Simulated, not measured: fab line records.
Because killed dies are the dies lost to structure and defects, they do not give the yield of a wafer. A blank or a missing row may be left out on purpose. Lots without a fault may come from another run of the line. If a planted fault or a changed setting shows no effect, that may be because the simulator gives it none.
A struck lot beside a sound one ; flow sky130 ; 16 out of 708 route steps
Sound: these wafers, L480.1, L480.2, L480.5. Struck: wafer L490.4. (L490.1 of the same lot was not struck and is left out.) The cause comes at the end.
At each step with rows: each side's tool, then ch and its chambers, then its first start. Under that, the readings that differ: sound wafers ; struck wafers ; difference of the means ; sigmas: that difference in standard deviations of wafers without a fault.
alike: words and numbers the same on both sides, and readings whose means are apart by under 2 such deviations; not compared: readings that were withheld, readings missing a value for some wafer, numbers with overlapping values and no deviation given by the record, and bounds like >300 which may hide the same value.
The two part at a step that has a row with sigmas, a row that says differs or no value, or rows on one side only. Numbers that have no deviation but don't overlap get no sigmas and don't part them. A reading missing from all wafers of one side parts the sides only when that side holds two or more wafers.

SKY_VIA3_BOW_MEAS_03:
  sound: film_metro-04 at day 39 06:47; struck: film_metro-04 at day 42 09:54
  alike: VIA3_BOW
then, 8 steps without rows for these wafers: SKY_VIA3_DEHYDRATE_04 (time 60 s); SKY_VIA3_HMDS_05 (prime time 60 s); SKY_VIA3_COAT_06 (resist thk 60 nm); SKY_VIA3_COAT_07 (resist thk 450 nm); SKY_VIA3_SOFTBAKE_08 (time 90 s); SKY_VIA3_EXPOSE_09 (exposes mask VIM3, target cd 200 nm); SKY_VIA3_PEB_10; SKY_VIA3_DEVELOP_11 (develop time 60 s).
SKY_VIA3_CD_MEAS_12: target cd 200 nm.
  sound: cd_sem-01 at day 40 07:44; struck: cd_sem-02 at day 43 09:02
  alike: cd_nm
SKY_VIA3_OVL_MEAS_13:
  sound: overlay-01 at day 40 07:52; struck: overlay-02 at day 43 09:10
  alike: VIA3_OVL
SKY_VIA3_ETCH_14: etches BARC in N2/H2, stops on SiO2, time 45.9 s, target depth 60 nm.
  sound on rie_diel-04 ch 1,2,3, day 40 07:54; struck on rie_diel-04 ch 2, day 43 09:11
  alike: chamber_pressure_mTorr, drypump_motor_current_A, oes_product_au, throttle_valve_pct
  not compared: rf_hours_counter_h
SKY_VIA3_ETCH_15: etches SiO2 in C4F8/O2/Ar, stops on TiN, target depth 507 nm, time 78 s.
  sound on rie_diel-04 ch 1,2,3, day 40 07:56; struck on rie_diel-04 ch 2, day 43 09:14
reading;sound;struck;difference;sigmas
oes_product_au (a.u.);0.947 0.942 0.944;0.788;-0.156;-34
model.VIA3.feature_depth_nm (nm);465.9 465.3 465.8;339.3;-126.4;
model.etch.depth_nm (nm);465.9 465.3 465.8;339.3;-126.4;
model.KrF-thick_of_VIA3_COAT_07.thk_nm (nm);293.1 289.4 287.9;324.6;+34.5;
  alike: chamber_pressure_mTorr
  not compared: rf_hours_counter_h
SKY_VIA3_STRIP_16: strips in O2/N2.
  sound on plasma_asher-04 ch 0,1, day 40 08:00; struck on plasma_asher-03 ch 0, day 43 09:18
reading;sound;struck;difference;sigmas
drypump_motor_current_A (A);5.4 5.3 5.3;6.1;+0.8;+2
strip_time_to_endpoint_s (s);4.141 4.116 4.088;4.480;+0.365;+15
  alike: chamber_pressure_mTorr, oes_product_au
  not compared: rf_hours_counter_h
then, 1 step without rows for these wafers: SKY_VIA3_STRIP_17 (strips in post etch residue remover, time 1200 s).
-- the record jumps here: 6 days lie between the struck wafers' starts before and after (it left off in module VIA3 and takes up again in module PAD_OPEN, whose first step shown is number 708 of the route) --
SKY_PAD_OPEN_PROBE_99:
  sound: prober-01 at day 46 08:15; struck: prober-02 at day 48 22:31
reading;sound;struck;difference;sigmas
model.etest.tester.sort_n_pass;407 404 397;0;-403;
model.etest.tester.sort_bin_5_pct (%);11.18 11.18 10.37;94.11;+83.20;
model.etest.tester.sort_yield_pct (%);82.72 82.11 80.69;0;-82;
model.etest.sonos_programmed.under_floor;0 0 0;1;+1;
model.etest.res_high_po.open;0 0 0;1;+1;
model.etest.iso_nwell_nwell.under_floor;0 0 0;1;+1;
model.etest.res_pwde_under_gate.open;0 0 0;1;+1;
model.etest.res_li.open;0 0 0;1;+1;
  alike: defect_limited_yield, killed_at_M0_to_M3, killed_at_M4_up, killed_at_contacts, killed_at_front_end, killed_at_other, killed_dies, killed_open, killed_short

## WHERE THEY PART
Last at SKY_VIA3_STRIP_16 as far as this record goes, first at SKY_VIA3_ETCH_15. Later steps at which nothing parts them and some readings are alike: SKY_PAD_OPEN_PROBE_99.

WHY: whatever the simulator had introduced
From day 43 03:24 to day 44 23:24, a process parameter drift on rie_diel-04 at SKY_VIA3_ETCH_15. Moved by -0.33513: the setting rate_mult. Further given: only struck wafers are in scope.
